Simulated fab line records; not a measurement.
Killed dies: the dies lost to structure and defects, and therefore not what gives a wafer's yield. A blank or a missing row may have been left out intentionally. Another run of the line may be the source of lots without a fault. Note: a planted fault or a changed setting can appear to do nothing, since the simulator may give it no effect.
fab line records	flow sky130
record lots=5	wafers=15	last-day=50
route steps=708 shown GATE_OXIDE@190 PAD_OPEN@708
lots untouched by any fault: they come from a run of this same line in which no faults occurred
start-h: the number of hours between the record's first day and the start of the first shown wafer of the lot	wait-h: time in hours since the lot's previous step	" as in the row above	L1.1+2: several wafers, shown together as one row	- either no value or no given start	* or withheld: withheld	< > ~ a bound
route shown NAME@n: NAME is a module with steps in the file, n the number in the route of the first one	usual: the fault-free wafers' mean and standard deviation	same: alike in all rows	chamber/n: place in a boat	sites: per-site readings	_std_site: the values' standard deviation	_edge_site: the outer-site mean with the inner-site mean subtracted	radius-mm: how far each site lies from the wafer's centre	mask NAME#n: copy n	behind: tool/chamber where the wafer was last shaped	hold: why the lot went on hold/how many hours it stayed there/how the hold came to an end	device: whichever transistor did not switch (one of n, p or np)	end of line: the route-end tests of the same wafers	step lacking rows: just its recipe	killed: dies that structure and defects cost at the first sort, which is not the same as the wafer's yield	map: dies across one wafer; x = killed, . = not, _ = none there
set.NAME: the setting that was run; set.NAME@STEP: the one run at that earlier step	model.NAME: the simulator's own value behind a step, which no gauge read
lots seen at some steps along the route; tables by step, rows by wafer
services: the hour from which a tool's chamber was out of use, counted from the record's first day as start-h (under 0 if before that day), plus the number of hours and why
## steps
# step SKY_GATE_OXIDE_DEHYDRATE_03
# recipe temp-c=200	time-s=60
# step SKY_GATE_OXIDE_HMDS_04
# recipe prime-time-s=60	prime-temp-c=120
# step SKY_GATE_OXIDE_COAT_05
# recipe resist=NOVOLAK	spin-rpm=3000	resist-thk-nm=1140
# step SKY_GATE_OXIDE_SOFTBAKE_06
# recipe temp-c=90	time-s=60	resist=NOVOLAK
# step SKY_GATE_OXIDE_EXPOSE_07
# recipe mask-id=LVOM	na=0.6	source-shape=conventional	sigma-outer=0.6	polarization=unpolarized	target-cd-nm=600	dose-mj=170
# step SKY_GATE_OXIDE_PEB_08
# recipe temp-c=withheld	time-s=*	resist=NOVOLAK
# step SKY_GATE_OXIDE_DEVELOP_09
# recipe resist=NOVOLAK	developer=TMAH	develop-time-s=60	dev-temp-c=23
# step SKY_GATE_OXIDE_OVL_MEAS_10
# usual GATE_OXIDE_OVL=1.0/1.3
lot.wafer	tool	chamber	start-h	wait-h	GATE_OXIDE_OVL[nm]
L225.4	overlay-02	-	407.12	0.1	0.3
L225.5	"	-	"	"	0.2
L225.6	"	-	"	"	1.8
L227.1	overlay-02	-	418.34	0.1	3.1
L227.5	"	-	"	"	2.3
L227.6	"	-	"	"	3.2
L231.2	overlay-02	-	453.72	0.1	0.9
L231.4	"	-	"	"	0.0
L231.5	"	-	"	"	-1.8
L230.2	overlay-01	-	454.16	0.1	-2.4
L230.4	"	-	"	"	-0.6
L230.5	"	-	"	"	-1.7
L237.2	overlay-02	-	505.69	0.1	-1.2
L237.4	"	-	"	"	-2.4
L237.6	"	-	"	"	0.4
# step SKY_GATE_OXIDE_IMPLANT_11
# recipe species=B	energy-kev=10	dose-cm2=2.6e+12	tilt-deg=withheld
# step SKY_GATE_OXIDE_WET_ETCH_12
# recipe chemistry=dHF	target-depth-nm=16.8	dry=n2-spin	target=SiO2	dilution=100:1	temp-c=25	time-s=336
# step SKY_GATE_OXIDE_STRIP_13
# recipe chemistry=O2/N2	power-w=1400	pressure-mtorr=1500	platen-temp-c=withheld	o2-flow-sccm=3000	n2-flow-sccm=300	overash-fraction=0.5
# usual drypump-motor-current-A=5.8/0.36	oes-product-au=0.716/0.0049	strip-time-to-endpoint-s=14.18/0.035
lot.wafer	tool	chamber	start-h	wait-h	drypump-motor-current-A	oes-product-au	rf-hours-counter-h	strip-time-to-endpoint-s
L225.4	plasma-asher-04	1	407.42	0.0	6.0	0.713	-	14.15
L225.5	"	0	"	"	5.8	0.714	-	14.19
L225.6	"	1	"	"	6.0	0.717	-	14.14
L227.1	plasma-asher-02	0	418.77	0.0	4.9	0.712	72	14.23
L227.5	"	0	"	"	4.9	0.716	-	14.19
L227.6	"	1	"	"	5.4	0.718	-	14.17
L231.2	plasma-asher-04	0	454.00	0.0	5.8	0.721	63	14.17
L231.4	"	0	"	"	5.7	0.718	-	14.20
L231.5	"	1	"	"	5.9	0.714	-	14.16
L230.2	plasma-asher-01	0	454.44	0.0	6.4	0.709	76	14.16
L230.4	"	0	"	"	6.4	0.717	-	14.19
L230.5	"	0	"	"	6.4	0.720	-	14.17
L237.2	plasma-asher-04	1	505.97	0.0	6.0	0.716	68	14.16
L237.4	"	0	"	"	5.8	0.716	-	14.22
L237.6	"	1	"	"	6.0	0.715	-	14.18
# step SKY_GATE_OXIDE_TW_MEAS_14
# usual GATE_OXIDE_TW=225.1/1.7
lot.wafer	tool	chamber	start-h	wait-h	GATE_OXIDE_TW
L225.4	film-metro-03	-	407.52	0.1	225.5
L225.5	"	-	"	"	227.4
L225.6	"	-	"	"	226.5
L227.1	film-metro-02	-	418.87	0.1	222.5
L227.5	"	-	"	"	223.3
L227.6	"	-	"	"	223.6
L231.2	film-metro-02	-	454.11	0.1	223.3
L231.4	"	-	"	"	223.9
L231.5	"	-	"	"	225.0
L230.2	film-metro-03	-	454.55	0.1	224.3
L230.4	"	-	"	"	224.6
L230.5	"	-	"	"	224.4
L237.2	film-metro-04	-	506.08	0.1	225.6
L237.4	"	-	"	"	228.2
L237.6	"	-	"	"	227.0
# step SKY_GATE_OXIDE_CLEAN_15
# recipe chemistry=SC1/SC2	mix=1:4:20	temp-c=70	time-s=150	dry=n2-spin
# usual bath-heat-duty-pct=13.1/1.7	run-length-s=177/3.4
lot.wafer	tool	chamber	start-h	wait-h	bath-heat-duty-pct	run-length-s	model.SiO2_of_SONOS_ONO_CVD_04.thk-nm
L225.4	wet-bench-03	3	407.55	0.0	14.1	178	4.158
L225.5	"	3	"	"	13.8	178	4.085
L225.6	"	3	"	"	14.1	178	4.105
L227.1	wet-bench-04	0	418.93	0.1	13.0	177	4.413
L227.5	"	0	"	"	14.4	177	4.388
L227.6	"	0	"	"	13.4	177	4.463
L231.2	wet-bench-03	3	454.16	0.0	14.3	42	4.793
L231.4	"	3	"	"	13.3	42	4.85
L231.5	"	3	"	"	13.7	42	4.772
L230.2	wet-bench-01	0	454.60	0.0	12.1	174	4.437
L230.4	"	0	"	"	11.8	174	4.361
L230.5	"	0	"	"	14.1	174	4.386
L237.2	wet-bench-01	3	506.13	0.0	16.0	176	4.002
L237.4	"	3	"	"	17.1	176	4.037
L237.6	"	3	"	"	16.0	176	3.963
# step SKY_GATE_OXIDE_OXIDATION_16
# recipe temp-c=800	ambient=O2	idle-temp-c=700	ramp-up-c-per-min=10	ramp-down-c-per-min=3	stabilise-s=600	purge-s=300	target-thk-a=35.7	ox-time-s=1915
# step SKY_PAD_OPEN_PROBE_99
# usual killed_at_M0_to_M3=43/7	killed_at_M4_up=3.1/1.9	killed-at-contacts=25/6.1	killed-at-front-end=15/4.5	killed-at-other=0.3/0.55	killed-dies=87/8.9	killed-open=47/6.4	killed-short=40/6.6
# same gross-dies=492	killed-at-back-side=0
lot.wafer	tool	chamber	start-h	wait-h	killed_at_M0_to_M3	killed_at_M4_up	killed-at-contacts	killed-at-front-end	killed-at-other	killed-dies	killed-open	killed-short	model.etest.sonos-erased.drive-ua-um	model.etest.sonos-uncharged.r-on-ohm-um	model.etest.cap-thin-oxide.gate-bv-v	model.etest.cap-ono.gate-log10-a-cm2	model.etest.cap-thin-oxide.gate-log10-a-cm2	model.etest.cap-ono.gate-bv-v	model.etest.cap-ono.tox-acc-nm	model.etest.sonos-programmed.vt-v
L225.4	prober-01	-	1146.17	0.2	41	4	24	23	1	93	45	46	181.8	808	7	-7.796	-7.17	16.55	12.81	1.48
L225.5	prober-01	-	1146.22	0.2	48	2	14	18	2	84	40	40	181.4	795.4	6.857	-7.64	-6.924	16.86	12.73	1.607
L225.6	prober-01	-	1146.27	0.2	43	2	31	12	1	89	49	38	189.1	821.1	6.917	-7.703	-7.339	16.61	12.69	1.572
L227.1	prober-01	-	1161.37	0.1	33	2	18	16	1	70	35	35	162.7	829.4	6.864	-8.136	-6.902	16.35	12.99	1.372
L227.5	prober-01	-	1161.57	0.2	33	4	18	21	0	76	30	45	193.7	821.4	7.182	-8.149	-7.115	16.27	13.02	1.419
L227.6	prober-01	-	1161.62	0.2	52	1	22	12	0	87	55	31	192.4	850.5	7.203	-8.225	-7.213	16.2	13.12	1.347
L231.2	prober-02	-	1172.62	0.1	40	5	32	15	0	92	51	39	161.2	817.7	6.163	-8.761	-6.346	17.17	13.48	1.091
L231.4	prober-02	-	1172.72	0.2	46	2	31	8	0	87	53	34	140	844.1	6.045	-8.688	-6.209	17.66	13.47	1.122
L231.5	prober-02	-	1172.77	0.2	50	2	21	19	0	92	53	37	160.8	818.1	6.071	-8.662	-6.113	17.06	13.4	1.148
L230.2	prober-02	-	1178.61	0.1	47	2	14	26	0	89	53	36	185.9	796.3	7.02	-8.314	-7.024	17.02	13.22	1.292
L230.4	prober-02	-	1178.71	0.2	34	6	29	17	0	86	46	40	188.4	812.7	6.968	-8.291	-6.684	16.79	13.16	1.321
L230.5	prober-02	-	1178.76	0.2	39	2	37	18	0	96	47	49	188.9	824.1	6.976	-8.255	-6.948	16.45	13.24	1.289
L237.2	prober-01	-	1204.32	0.1	48	3	29	12	1	93	43	50	175.2	808.4	6.996	-7.783	-7.05	16.11	12.82	1.56
L237.4	prober-01	-	1204.42	0.2	42	1	25	23	0	91	49	42	188.9	814.7	7.051	-7.705	-7.152	15.88	12.68	1.579
L237.6	prober-01	-	1204.52	0.2	45	2	28	18	0	93	55	38	202.2	813.5	7.016	-7.74	-7.277	16.37	12.63	1.586
# killed by level:class
L225.4 FIELD_ISO:geometric-particle:short=8 CONTACT:geometric-particle:open=7 VIA3:geometric-particle:open=7 LI_CONTACT:geometric-particle:open=5 METAL1:geometric-particle:short=5 METAL2:geometric-particle:short=5 FIELD_ISO:geometric-particle:open=4 LI_CONTACT:geometric-particle:short=4
L225.5 VIA2:geometric-particle:open=13 METAL2:geometric-particle:short=9 VIA1:geometric-particle:open=7 POLY_GATE:geometric-particle:open=6 VIA3:geometric-particle:open=4 POLY_GATE:geometric-particle:short=4 CONTACT:geometric-particle:short=4 METAL1:geometric-particle:short=4
L225.6 CONTACT:geometric-particle:open=15 VIA1:geometric-particle:open=11 METAL2:geometric-particle:short=6 VIA2:geometric-particle:open=5 VIA1:geometric-particle:short=5 FIELD_ISO:geometric-particle:short=4 LI_CONTACT:geometric-particle:open=4 LOCAL_INTERCONNECT:geometric-particle:short=4
L227.1 FIELD_ISO:geometric-particle:short=7 CONTACT:geometric-particle:open=7 VIA3:geometric-particle:open=7 VIA2:geometric-particle:open=6 LI_CONTACT:geometric-particle:open=5 METAL2:geometric-particle:short=5 POLY_GATE:geometric-particle:short=4 POLY_GATE:geometric-particle:open=3
L227.5 CONTACT:geometric-particle:open=8 FIELD_ISO:geometric-particle:short=7 METAL2:geometric-particle:short=6 METAL3:geometric-particle:short=6 VIA1:geometric-particle:short=5 CONTACT:geometric-particle:short=4 METAL4:geometric-particle:short=4 POLY_GATE:geometric-particle:open=3
L227.6 VIA1:geometric-particle:open=12 VIA2:geometric-particle:open=10 VIA3:geometric-particle:open=7 METAL1:geometric-particle:short=6 METAL2:geometric-particle:short=6 CONTACT:geometric-particle:short=5 CONTACT:geometric-particle:open=5 POLY_GATE:geometric-particle:open=4
L231.2 LI_CONTACT:geometric-particle:open=11 CONTACT:geometric-particle:open=10 VIA3:geometric-particle:open=8 LOCAL_INTERCONNECT:geometric-particle:short=7 POLY_GATE:geometric-particle:short=5 VIA1:geometric-particle:open=5 METAL1:geometric-particle:open=4 METAL1:geometric-particle:short=4
L231.4 CONTACT:geometric-particle:open=12 VIA3:geometric-particle:open=9 LI_CONTACT:geometric-particle:open=8 VIA1:geometric-particle:open=8 VIA2:geometric-particle:open=7 METAL1:geometric-particle:short=5 FIELD_ISO:geometric-particle:short=4 CONTACT:geometric-particle:short=4
L231.5 VIA2:geometric-particle:open=12 VIA3:geometric-particle:open=9 VIA1:geometric-particle:open=8 CONTACT:geometric-particle:open=8 METAL1:geometric-particle:short=6 METAL2:geometric-particle:short=6 LI_CONTACT:geometric-particle:open=5 FIELD_ISO:geometric-particle:short=4
L230.2 VIA1:geometric-particle:open=12 VIA2:geometric-particle:open=11 VIA1:geometric-particle:short=7 CONTACT:geometric-particle:open=6 FIELD_ISO:geometric-particle:open=6 POLY_GATE:geometric-particle:open=6 FIELD_ISO:geometric-particle:short=5 POLY_GATE:geometric-particle:short=5
L230.4 CONTACT:geometric-particle:open=13 VIA1:geometric-particle:open=9 FIELD_ISO:geometric-particle:open=6 CONTACT:geometric-particle:short=6 METAL4:geometric-particle:short=6 FIELD_ISO:geometric-particle:short=5 LI_CONTACT:geometric-particle:open=5 VIA2:geometric-particle:open=5
L230.5 CONTACT:geometric-particle:open=14 VIA2:geometric-particle:open=8 METAL2:geometric-particle:short=8 VIA1:geometric-particle:open=7 LI_CONTACT:geometric-particle:short=6 LI_CONTACT:geometric-particle:open=6 CONTACT:geometric-particle:short=6 FIELD_ISO:geometric-particle:short=5
L237.2 VIA1:geometric-particle:open=11 VIA1:geometric-particle:short=10 CONTACT:geometric-particle:open=9 LI_CONTACT:geometric-particle:open=7 LI_CONTACT:geometric-particle:short=6 CONTACT:geometric-particle:short=6 METAL2:geometric-particle:short=6 FIELD_ISO:geometric-particle:short=5
L237.4 VIA1:geometric-particle:open=10 FIELD_ISO:geometric-particle:open=8 LI_CONTACT:geometric-particle:open=7 METAL1:geometric-particle:short=7 POLY_GATE:geometric-particle:open=6 CONTACT:geometric-particle:open=6 LOCAL_INTERCONNECT:geometric-particle:short=6 POLY_GATE:geometric-particle:short=4
L237.6 CONTACT:geometric-particle:open=16 VIA1:geometric-particle:open=9 VIA2:geometric-particle:open=8 VIA3:geometric-particle:open=7 POLY_GATE:geometric-particle:short=6 FIELD_ISO:geometric-particle:short=5 METAL1:geometric-particle:short=5 LI_CONTACT:geometric-particle:open=5
## services
tool	chamber	start-h	hours	kind
wet-bench-03	-	388.21	2.7	repair
plasma-asher-02	-	421.25	9.0	pm
plasma-asher-02	0	421.25	9.0	vent-cycle
plasma-asher-02	1	421.25	9.0	vent-cycle
plasma-asher-02	0	430.25	-	clean
plasma-asher-02	1	430.25	-	clean
wet-bench-04	-	433.04	4.2	repair
plasma-asher-02	-	436.40	1.2	repair
plasma-asher-02	-	498.19	2.2	repair
## key
first-sign step=SKY_GATE_OXIDE_CLEAN_15	reading=run-length-s	direction=down	sigmas=40	usual=*	struck=*
effect none on later readings
model-effect step=SKY_GATE_OXIDE_CLEAN_15	value=SiO2_of_SONOS_ONO_CVD_04.thk-nm	without=4.192	struck=4.805
model-effect step=SKY_PAD_OPEN_PROBE_99	value=etest.sonos-erased.drive-ua-um	without=187.3	struck=154
met-at SKY_GATE_OXIDE_CLEAN_15
struck-wafers L231.2,L231.4,L231.5
tester-left-out L231
onset-between 407.55 454.16
fault kind=process-parameter-drift	tool=wet-bench-03	chamber=3	onset-h=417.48	steps=SKY_GATE_OXIDE_CLEAN_15	channel=time-s	offset=*	shape=step	end-h=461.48	acts-in=*	stated=*
# tester-left-out: of these lots the tester's yield and bins aren't shown, on N5 and GAA mostly nor the transistor test; their killed dies are dies lost to structure and defects alone, not to doping, threshold or leakage, so they don't give the yield
